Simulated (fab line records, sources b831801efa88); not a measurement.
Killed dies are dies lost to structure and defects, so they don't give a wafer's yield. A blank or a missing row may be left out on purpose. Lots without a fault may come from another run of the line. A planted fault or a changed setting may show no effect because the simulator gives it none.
fab line records | flow sky130
record lots=6 wafers=18 last_day=50
route steps=708 shown FIELD_ISO@6 PAD_OPEN@708
lots that met no fault: from a run of the same line without faults
start_h: hours from the record's first day to the start of the lot's first wafer shown | wait_h: hours since the lot's step before | " the same as in the row above | L1.1+2: a row that stands for several wafers | - no value, or no start given | * or withheld: withheld | < > ~ a bound
route shown NAME@n: a module of which the file shows steps, and the number in the route of the first | usual: mean/standard deviation of fault-free wafers | same: alike in all rows | chamber/n: place in a boat | sites: the reading at each site | _std_site: their standard deviation | _edge_site: outer sites' mean less inner sites' | radius_mm: how far each site lies from the wafer's centre | mask NAME#n: copy n | behind: the tool/chamber that last shaped the wafer | hold: why the lot was held/for how many hours/how that ended | device: the transistor (n, p or np) that didn't switch | end of line: the same wafers' tests at the end of the route | a step without rows: its recipe alone | killed: dies lost to structure and defects at the first sort, not the wafer's yield | map: a wafer's dies, x killed, . not, _ none there
set.NAME: the setting as run; set.NAME@STEP: as run at that earlier step | model.NAME: the simulator's own value behind a step, which no gauge read
lots at some steps of the route; a table a step, a row a wafer
services: from which hour (start_h, from the record's first day; less than 0 if before it) a tool's chamber was out of use, for how many hours, and why
## steps
# step SKY_FIELD_ISO_DEHYDRATE_05
# recipe temp_c=200 time_s=60
# step SKY_FIELD_ISO_HMDS_06
# recipe prime_time_s=60 prime_temp_c=120
# step SKY_FIELD_ISO_COAT_07
# recipe resist=BARC temp_c=withheld time_s=withheld spin_rpm=3000 resist_thk_nm=60
# step SKY_FIELD_ISO_COAT_08
# recipe resist=KrF-thick spin_rpm=3000 resist_thk_nm=450
# step SKY_FIELD_ISO_SOFTBAKE_09
# recipe temp_c=100 time_s=90 resist=KrF-thick
# step SKY_FIELD_ISO_EXPOSE_10
# recipe mask_id=FOM na=0.68 source_shape=annular sigma_inner=0.4 sigma_outer=0.8 target_cd_nm=150 dose_mj=28
# step SKY_FIELD_ISO_PEB_11
# recipe peb_temp_c=withheld peb_time_s=withheld resist=KrF-thick
# step SKY_FIELD_ISO_DEVELOP_12
# recipe develop_time_s=60 resist=KrF-thick dev_temp_c=21
# step SKY_FIELD_ISO_CD_MEAS_13
# recipe target_cd_nm=150
# usual cd_nm=150.6/1.4
# columns lot.wafer tool chamber start_h wait_h cd_nm
L220.1 cd_sem-01 - 35.01 - 152.7
L220.2 " - " " 152.5
L220.6 " - " " 152.0
L221.1 cd_sem-02 - 39.11 - 150.0
L221.2 " - " " 147.9
L221.3 " - " " 149.9
L231.3 cd_sem-02 - 121.90 - 150.6
L231.4 " - " " 151.0
L231.6 " - " " 150.4
L232.4 cd_sem-02 - 122.27 - 150.9
L232.5 " - " " 150.8
L232.6 " - " " 151.0
L235.2 cd_sem-02 - 122.42 - 151.5
L235.3 " - " " 150.9
L235.6 " - " " 150.6
L239.1 cd_sem-02 - 131.84 - 151.8
L239.3 " - " " 153.0
L239.5 " - " " 152.2
# step SKY_FIELD_ISO_ETCH_14
# recipe chemistry=N2/H2 target=BARC ion_energy_ev=200 source_w=500 bias_w=100 pressure_mtorr=30 n2_flow_sccm=100 h2_flow_sccm=200 stop_on=SiO2 time_s=45.9 target_depth_a=600
# usual bias_w=100.04/0.27 drypump_motor_current_A=5.8/0.52 oes_product_au=0.853/0.0046 throttle_valve_pct=13.224/0.0092
# columns lot.wafer tool chamber start_h wait_h bias_w drypump_motor_current_A oes_product_au rf_hours_counter_h throttle_valve_pct
L220.1 rie_diel-02 1 35.13 0.1 99.69 6.3 0.851 88 13.225
L220.2 " 3 " " 99.79 6.1 0.846 1 13.231
L220.6 " 2 " " 100.44 5.8 0.854 - 13.225
L221.1 rie_diel-04 3 39.23 0.1 100.51 4.9 0.853 49 13.222
L221.2 " 1 " " 100.37 5.6 0.851 2 13.216
L221.3 " 2 " " 99.48 5.6 0.856 108 13.205
L231.3 rie_diel-04 3 121.98 0.1 100.23 4.9 0.858 51 13.220
L231.4 " 0 " " 100.15 6.0 0.859 3 13.233
L231.6 " 1 " " 99.59 5.6 0.855 - 13.207
L232.4 rie_diel-02 0 122.33 0.0 100.13 4.8 0.851 139 13.223
L232.5 " 2 " " 99.56 5.7 0.864 - 13.233
L232.6 " 3 " " 99.91 6.1 0.853 - 13.235
L235.2 rie_diel-04 1 122.52 0.1 100.22 5.6 0.863 4 13.217
L235.3 " 0 " " 99.94 6.0 0.854 3 13.230
L235.6 " 0 " " 100.11 6.0 0.856 - 13.218
L239.1 rie_diel-01 3 131.96 0.1 100.35 5.7 0.857 93 13.212
L239.3 " 2 " " 100.31 5.7 0.851 113 13.247
L239.5 " 3 " " 100.09 5.8 0.853 - 13.205
# step SKY_FIELD_ISO_ETCH_15
# recipe chemistry=CHF3/O2 target_depth_nm=180 stop_on=Si source_w=600 bias_w=200 pressure_mtorr=40 chf3_flow_sccm=50 O2_flow_sccm=5 time_s=72
# usual bias_w=200.0/0.59 chf3_flow_sccm=50.02/0.16 drypump_motor_current_A=5.7/0.52 oes_product_au=0.944/0.0064 throttle_valve_pct=8.844/0.0087
# columns lot.wafer tool chamber start_h wait_h bias_w chf3_flow_sccm drypump_motor_current_A oes_product_au rf_hours_counter_h throttle_valve_pct
L220.1 rie_diel-02 1 35.17 0.0 201.2 50.17 6.4 0.944 89 8.849
L220.2 " 3 " " 200.1 50.06 6.1 0.954 1 8.832
L220.6 " 2 " " 200.3 49.98 5.7 0.949 - 8.839
L221.1 rie_diel-04 3 39.27 0.0 199.0 50.18 4.9 0.936 49 8.845
L221.2 " 1 " " 199.8 50.40 5.6 0.942 2 8.860
L221.3 " 2 " " 199.5 50.21 5.6 0.946 108 8.862
L231.3 rie_diel-04 3 122.02 0.0 200.1 49.83 4.9 0.947 51 8.854
L231.4 " 0 " " 200.1 49.87 6.0 0.947 3 8.834
L231.6 " 1 " " 200.6 50.06 5.6 0.941 - 8.843
L232.4 rie_diel-02 0 122.37 0.0 200.0 49.87 4.8 0.951 139 8.846
L232.5 " 2 " " 200.5 49.98 5.7 0.949 - 8.831
L232.6 " 3 " " 199.5 49.91 6.1 0.943 - 8.839
L235.2 rie_diel-04 1 122.56 0.0 199.5 49.73 5.6 0.937 4 8.838
L235.3 " 0 " " 200.1 50.24 6.0 0.943 3 8.839
L235.6 " 0 " " 200.0 50.13 6.0 0.940 - 8.840
L239.1 rie_diel-01 3 132.00 0.0 199.8 50.15 5.7 0.948 93 8.840
L239.3 " 2 " " 200.0 50.11 5.6 0.948 113 8.838
L239.5 " 3 " " 199.9 50.07 5.8 0.938 - 8.845
# step SKY_FIELD_ISO_STRIP_16
# recipe chemistry=O2/N2 power_w=1400 pressure_mtorr=1500 platen_temp_c=withheld o2_flow_sccm=3000 n2_flow_sccm=300 overash_fraction=0.5
# usual drypump_motor_current_A=6.11/0.28 oes_product_au=0.378/0.0047 strip_time_to_endpoint_s=3.546/0.026
# columns lot.wafer tool chamber start_h wait_h drypump_motor_current_A oes_product_au rf_hours_counter_h strip_time_to_endpoint_s
L220.1 plasma_asher-03 0 35.23 0.0 5.65 0.370 36 3.481
L220.2 " 1 " " 6.33 0.370 36 3.504
L220.6 " 1 " " 6.32 0.371 - 3.523
L221.1 plasma_asher-02 0 39.33 0.0 5.84 0.383 20 3.539
L221.2 " 1 " " 6.20 0.382 20 3.529
L221.3 " 1 " " 6.20 0.369 - 3.554
L231.3 plasma_asher-03 1 122.11 0.1 6.36 0.378 - 3.558
L231.4 " 0 " " 5.67 0.373 - 3.542
L231.6 " 1 " " 6.34 0.376 - 3.540
L232.4 plasma_asher-02 0 122.46 0.1 5.86 0.376 - 3.525
L232.5 " 0 " " 5.83 0.380 - 3.524
L232.6 " 1 " " 6.17 0.378 - 3.538
L235.2 plasma_asher-03 1 122.62 0.0 6.31 0.373 45 3.583
L235.3 " 0 " " 5.66 0.380 - 3.586
L235.6 " 0 " " 5.65 0.386 - 3.588
L239.1 plasma_asher-03 1 132.06 0.0 6.36 0.372 46 3.572
L239.3 " 0 " " 5.65 0.388 - 3.526
L239.5 " 0 " " 5.65 0.373 - 3.566
# step SKY_FIELD_ISO_ETCH_17
# recipe target_depth_a=3420 mask_material=Si3N4 chemistry=HBr/Cl2/O2 target=Si taper_deg=5 icp_w=600 bias_w=150 pressure_mtorr=15 HBr_flow_sccm=150 Cl2_flow_sccm=40 O2_flow_sccm=6 time_s=97.7
# usual bias_w=150.0/0.43 drypump_motor_current_A=5.5/0.52 oes_product_au=0.994/0.0078 throttle_valve_pct=25.660/0.0097
# columns lot.wafer tool chamber start_h wait_h bias_w drypump_motor_current_A oes_product_au rf_hours_counter_h throttle_valve_pct model.etch.depth_nm model.FIELD_ISO.feature_depth_nm
L220.1 rie_si-02 1 35.33 0.1 150.3 5.1 1.002 51 25.630 342.2 342.2
L220.2 " 2 " " 149.5 5.6 0.977 155 25.657 333.2 333.2
L220.6 " 2 " " 150.1 5.6 0.986 - 25.657 335.2 335.2
L221.1 rie_si-01 2 39.43 0.1 150.1 6.6 0.993 95 25.670 338.1 338.1
L221.2 " 3 " " 150.0 5.0 0.991 29 25.646 337.7 337.7
L221.3 " 1 " " 150.5 5.3 0.996 111 25.646 343.4 343.4
L231.3 rie_si-02 0 122.21 0.1 168.5 5.5 1.012 - 25.664 345.6 345.6
L231.4 " 1 " " 168.4 5.0 1.011 - 25.651 347.2 347.2
L231.6 " 0 " " 167.9 5.5 1.010 - 25.637 346.7 346.7
L232.4 rie_si-02 0 122.56 0.1 168.2 5.5 1.010 - 25.636 348.4 348.4
L232.5 " 1 " " 167.8 5.0 1.019 - 25.643 344.6 344.6
L232.6 " 0 " " 168.5 5.5 1.013 - 25.652 346.6 346.6
L235.2 rie_si-01 1 122.72 0.1 149.9 5.3 1.001 112 25.667 343.1 343.1
L235.3 " 2 " " 150.3 6.6 0.997 95 25.662 338.6 338.6
L235.6 " 1 " " 150.1 5.3 1.007 - 25.673 345.9 345.8
L239.1 rie_si-01 2 132.16 0.1 150.0 6.6 0.980 95 25.677 333.4 333.4
L239.3 " 0 " " 149.9 5.1 0.989 5 25.661 335.6 335.6
L239.5 " 2 " " 150.3 6.6 0.990 - 25.668 336.3 336.3
# step SKY_FIELD_ISO_WET_ETCH_18
# recipe chemistry=H3PO4 target_depth_nm=25 temp_c=160 target=Si3N4 time_s=286
# step SKY_PAD_OPEN_PROBE_99
# usual killed_at_M0_to_M3=43/7.3 killed_at_M4_up=3.4/1.7 killed_at_contacts=24/4.5 killed_at_front_end=16/4.4 killed_at_other=0.2/0.51 killed_dies=86/9.7 killed_open=46/6.6 killed_short=39/7.1
# same gross_dies=492 killed_at_back_side=0
# columns lot.wafer tool chamber start_h wait_h killed_at_M0_to_M3 killed_at_M4_up killed_at_contacts killed_at_front_end killed_at_other killed_dies killed_open killed_short model.etest.pfet_16v.r_on_ohm_um
L221.1 prober-01 - 1076.68 0.1 41 3 19 26 0 89 49 38 1.504e+04
L221.2 prober-01 - 1076.73 0.1 46 3 21 10 0 80 44 35 1.508e+04
L221.3 prober-01 - 1076.78 0.2 33 1 23 13 0 70 44 25 1.54e+04
L220.1 prober-02 - 1077.55 0.1 48 4 19 10 0 81 45 36 1.532e+04
L220.2 prober-02 - 1077.60 0.1 35 3 23 10 2 73 41 31 1.485e+04
L220.6 prober-02 - 1077.80 0.2 49 2 27 16 0 94 55 39 1.48e+04
L235.2 prober-01 - 1171.14 0.1 41 2 19 20 0 82 51 31 1.56e+04
L235.3 prober-01 - 1171.19 0.2 52 5 18 20 0 95 42 53 1.522e+04
L235.6 prober-01 - 1171.34 0.2 45 2 20 6 1 74 37 37 1.576e+04
L231.3 prober-01 - 1175.53 0.2 42 6 25 12 0 85 47 36 1.571e+04
L231.4 prober-01 - 1175.58 0.2 34 2 21 12 1 70 35 33 1.584e+04
L231.6 prober-01 - 1175.68 0.2 38 2 21 20 0 81 43 38 1.555e+04
L232.4 prober-01 - 1180.61 0.2 37 1 26 25 1 90 41 49 1.591e+04
L232.5 prober-01 - 1180.66 0.2 50 0 23 16 0 89 52 37 1.556e+04
L232.6 prober-01 - 1180.71 0.2 57 1 25 18 0 101 54 47 1.568e+04
L239.1 prober-01 - 1190.90 0.1 49 7 19 19 0 94 49 45 1.5e+04
L239.3 prober-01 - 1191.00 0.2 60 3 30 18 1 112 52 59 1.492e+04
L239.5 prober-01 - 1191.10 0.2 53 5 18 19 0 95 46 48 1.512e+04
# killed by level:class
L221.1 VIA2:geometric_particle:open=14 VIA1:geometric_particle:open=8 FIELD_ISO:geometric_particle:short=7 FIELD_ISO:geometric_particle:open=6 CONTACT:geometric_particle:short=5 CONTACT:geometric_particle:open=5 VIA3:geometric_particle:open=5 POLY_GATE:geometric_particle:short=4
L221.2 VIA1:geometric_particle:open=14 CONTACT:geometric_particle:open=7 VIA2:geometric_particle:open=7 VIA3:geometric_particle:open=6 POLY_GATE:geometric_particle:short=4 LI_CONTACT:geometric_particle:open=4 LOCAL_INTERCONNECT:geometric_particle:short=4 METAL1:geometric_particle:short=4
L221.3 CONTACT:geometric_particle:open=13 VIA3:geometric_particle:open=8 VIA2:geometric_particle:open=5 VIA1:geometric_particle:short=4 VIA1:geometric_particle:open=4 FIELD_ISO:geometric_particle:short=3 FIELD_ISO:geometric_particle:open=3 POLY_GATE:geometric_particle:open=3
L220.1 VIA2:geometric_particle:open=10 METAL1:geometric_particle:short=8 CONTACT:geometric_particle:open=7 LOCAL_INTERCONNECT:geometric_particle:short=6 VIA1:geometric_particle:short=6 VIA3:geometric_particle:open=6 VIA1:geometric_particle:open=4 METAL1:geometric_particle:open=3
L220.2 VIA1:geometric_particle:open=10 CONTACT:geometric_particle:open=7 CONTACT:geometric_particle:short=5 METAL2:geometric_particle:short=5 LI_CONTACT:geometric_particle:open=4 METAL1:geometric_particle:short=4 METAL2:geometric_particle:open=4 POLY_GATE:geometric_particle:open=3
L220.6 VIA1:geometric_particle:open=15 CONTACT:geometric_particle:open=8 VIA3:geometric_particle:open=8 METAL1:geometric_particle:short=7 LI_CONTACT:geometric_particle:open=6 LOCAL_INTERCONNECT:geometric_particle:short=5 FIELD_ISO:geometric_particle:open=4 CONTACT:geometric_particle:short=4
L235.2 VIA1:geometric_particle:open=9 CONTACT:geometric_particle:open=7 FIELD_ISO:geometric_particle:open=6 POLY_GATE:geometric_particle:open=6 LI_CONTACT:geometric_particle:open=5 METAL2:geometric_particle:short=5 VIA2:geometric_particle:open=5 VIA3:geometric_particle:open=5
L235.3 VIA1:geometric_particle:open=11 VIA3:geometric_particle:open=9 FIELD_ISO:geometric_particle:short=7 METAL3:geometric_particle:short=7 METAL2:geometric_particle:short=6 CONTACT:geometric_particle:short=6 LI_CONTACT:geometric_particle:open=5 METAL1:geometric_particle:short=5
L235.6 VIA1:geometric_particle:open=8 VIA3:geometric_particle:open=7 METAL2:geometric_particle:short=7 CONTACT:geometric_particle:open=7 METAL1:geometric_particle:short=7 CONTACT:geometric_particle:short=6 VIA2:geometric_particle:open=6 LI_CONTACT:geometric_particle:open=5
L231.3 VIA1:geometric_particle:open=10 METAL1:geometric_particle:short=7 CONTACT:geometric_particle:open=7 LI_CONTACT:geometric_particle:open=6 LI_CONTACT:geometric_particle:short=5 VIA3:geometric_particle:short=5 VIA2:geometric_particle:open=5 VIA3:geometric_particle:open=5
L231.4 VIA2:geometric_particle:open=7 LI_CONTACT:geometric_particle:open=6 CONTACT:geometric_particle:short=6 CONTACT:geometric_particle:open=5 METAL1:geometric_particle:open=5 LI_CONTACT:geometric_particle:short=4 METAL1:geometric_particle:short=4 VIA1:geometric_particle:short=4
L231.6 FIELD_ISO:geometric_particle:open=7 METAL1:geometric_particle:short=7 VIA1:geometric_particle:open=7 METAL2:geometric_particle:short=6 CONTACT:geometric_particle:open=5 VIA2:geometric_particle:short=5 POLY_GATE:geometric_particle:short=4 POLY_GATE:geometric_particle:open=4
L232.4 LI_CONTACT:geometric_particle:open=10 VIA1:geometric_particle:open=10 FIELD_ISO:geometric_particle:short=9 LOCAL_INTERCONNECT:geometric_particle:short=6 VIA1:geometric_particle:short=6 FIELD_ISO:geometric_particle:open=5 VIA2:geometric_particle:open=5 CONTACT:geometric_particle:short=4
L232.5 VIA1:geometric_particle:open=19 VIA2:geometric_particle:open=8 LI_CONTACT:geometric_particle:open=7 CONTACT:geometric_particle:open=7 METAL1:geometric_particle:short=7 VIA3:geometric_particle:short=5 POLY_GATE:geometric_particle:short=4 LI_CONTACT:geometric_particle:short=4
L232.6 CONTACT:geometric_particle:open=11 METAL1:geometric_particle:short=10 VIA1:geometric_particle:open=10 VIA3:geometric_particle:open=7 METAL2:geometric_particle:short=6 VIA2:geometric_particle:short=6 FIELD_ISO:geometric_particle:short=5 FIELD_ISO:geometric_particle:open=5
L239.1 VIA2:geometric_particle:open=11 VIA1:geometric_particle:open=9 METAL2:geometric_particle:short=6 LI_CONTACT:geometric_particle:open=6 CONTACT:geometric_particle:open=6 FIELD_ISO:geometric_particle:short=4 POLY_GATE:geometric_particle:short=4 VIA1:geometric_particle:short=4
L239.3 VIA1:geometric_particle:open=16 CONTACT:geometric_particle:short=11 CONTACT:geometric_particle:open=11 METAL2:geometric_particle:short=9 VIA1:geometric_particle:short=9 VIA2:geometric_particle:open=6 POLY_CUT:geometric_particle:short=5 LI_CONTACT:geometric_particle:open=5
L239.5 VIA2:geometric_particle:open=13 LI_CONTACT:geometric_particle:open=8 POLY_GATE:geometric_particle:short=7 VIA1:geometric_particle:short=6 METAL2:geometric_particle:short=6 VIA2:geometric_particle:short=6 VIA3:geometric_particle:open=6 CONTACT:geometric_particle:open=5
## services
# columns tool chamber start_h hours kind
rie_diel-04 2 14.24 9.4 repair
rie_si-01 2 17.48 1.0 repair
plasma_asher-02 - 23.68 14.6 pm
rie_diel-04 1 34.59 4.5 repair
rie_diel-04 0 37.48 14.2 repair
rie_diel-02 1 41.23 5.7 repair
rie_diel-01 0 42.61 - clean
rie_diel-01 0 42.61 22.3 scheduled_down
rie_diel-01 0 42.61 22.3 vent_cycle
rie_diel-02 3 43.59 22.5 repair
rie_si-02 2 56.67 - clean
rie_si-02 2 56.67 19.3 scheduled_down
rie_si-02 2 56.67 19.3 vent_cycle
rie_diel-04 - 63.15 1.1 repair
rie_diel-04 3 66.59 4.5 repair
rie_diel-01 2 69.40 2.4 repair
rie_diel-01 - 71.69 0.8 repair
rie_si-02 - 85.40 0.1 repair
rie_diel-04 1 99.47 13.9 repair
rie_si-02 3 113.49 19.1 repair
plasma_asher-02 - 116.00 1.9 repair
rie_si-02 2 120.61 7.4 repair
rie_diel-04 0 124.40 6.8 repair
## key
first_sign step=SKY_FIELD_ISO_ETCH_17 reading=bias_w direction=up sigmas=42 usual=150.0 struck=168.2
effect step=SKY_FIELD_ISO_ETCH_17 reading=oes_product_au direction=up sigmas=2.3 usual=0.994 struck=1.013
model_effect step=SKY_FIELD_ISO_ETCH_17 value=etch.depth_nm without=338.5 struck=346.5
model_effect step=SKY_PAD_OPEN_PROBE_99 value=etest.pfet_16v.r_on_ohm_um without=1.532e+04 struck=1.571e+04
met_at SKY_FIELD_ISO_ETCH_17
struck_wafers L231.3,L231.4,L231.6,L232.4,L232.5,L232.6
tester_left_out L231,L232
onset_between 35.33 122.21
fault kind=process_parameter_drift tool=rie_si-02 chamber=- onset_h=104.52 steps=SKY_FIELD_ISO_ETCH_17 channel=bias_w offset=17.822 shape=step end_h=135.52 acts_in=these_recipes_only stated=150
# tester_left_out: of these lots the tester's yield and bins aren't shown, on N5 and GAA mostly nor the transistor test; their killed dies are dies lost to structure and defects alone, not to doping, threshold or leakage, so they don't give the yield
